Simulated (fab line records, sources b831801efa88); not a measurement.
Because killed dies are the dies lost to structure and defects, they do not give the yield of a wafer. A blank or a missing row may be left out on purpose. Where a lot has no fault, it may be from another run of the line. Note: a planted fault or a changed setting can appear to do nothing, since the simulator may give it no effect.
2 desks looking at one fault :: flow sfq_line :: each desk holds nothing but its own numbers, with what lay behind them at the end

AT THE METROLOGY DESK
Lot by lot, what the gauges showed, no matter which tool ran the lot: averages of those sampled wafers that carry a number. Any lot whose mean is over 4 standard deviations away from the usual mean is out of limits and marked OUT; that distance is given in the brackets.
Columns: A = M3_OVL at SFQ_M3_OVL_MEAS_921, usual -1 nm; B = I3_BOW at SFQ_I3_BOW_MEAS_922, usual 4 um; C = I3_OVL at SFQ_I3_OVL_MEAS_923, usual -2 nm
lot: L828
first seen here: day 44 00:20
A: -9
B: 1
C: 3

lot: L829
first seen here: day 44 03:26
A: -10
B: 6
C: -0

lot: L835
first seen here: day 51 12:23
A: -4
B: 0
C: -13

lot: L838
first seen here: day 51 18:23
A: -6
B: -7
C: -5

lot: L840
first seen here: day 52 00:23
A: 6
B: 9
C: -1

lot: L841
first seen here: day 52 02:47
A: -5
B: -1
C: -3

lot: L842
first seen here: day 52 05:12
A: 7
B: 9
C: -1
This desk's verdict: no lot among the 7 shows anything out of limits.

DESK OF THE TOOL OWNER: litho_track-04
The tool's own readings at SFQ_TRILAYER_I3_VIA_LITHO_COAT_090 (resist thk 62 nm): means of the sampled wafers that have a number, for each lot that ran on this tool. Any lot whose mean is over 4 standard deviations away from the usual mean is out of limits and marked OUT; that distance is given in the brackets.
Columns: A = spin_speed_rpm at SFQ_TRILAYER_I3_VIA_LITHO_COAT_090, usual 3000.4 rpm
lot: L828
first seen here: day 44 16:43
A: 3001.1

lot: L835
first seen here: day 52 04:07
A: 2953.4 (-23) OUT

lot: L838
first seen here: day 52 11:49
A: 2953.9 (-23) OUT

lot: L841
first seen here: day 52 20:49
A: 2955.3 (-23) OUT
This desk finds L835, L838, L841 out of limits, L835 being first, at day 52 04:07 (spin_speed_rpm at SFQ_TRILAYER_I3_VIA_LITHO_COAT_090). Within limits: L828.

BROUGHT TOGETHER
The tool owner's desk could have raised an alarm at day 52 04:07, on L835, L838, L841.
At the metrology desk, nothing out of limits was observed.
The metrology desk has L835, L838, L841 on record, within its limits.
Of the lots named, all ran SFQ_TRILAYER_I3_VIA_LITHO_COAT_090 on litho_track-04.

WHAT WAS PUT IN BY THE SIMULATOR
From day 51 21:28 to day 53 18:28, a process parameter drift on litho_track-04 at SFQ_TRILAYER_I3_VIA_LITHO_COAT_090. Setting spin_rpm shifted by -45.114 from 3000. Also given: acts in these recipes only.
Lots struck among those shown: L835, L838, L841.
How many hours passed from the start of the fault until each desk's first out-of-limits reading: the tool owner's desk, 7.
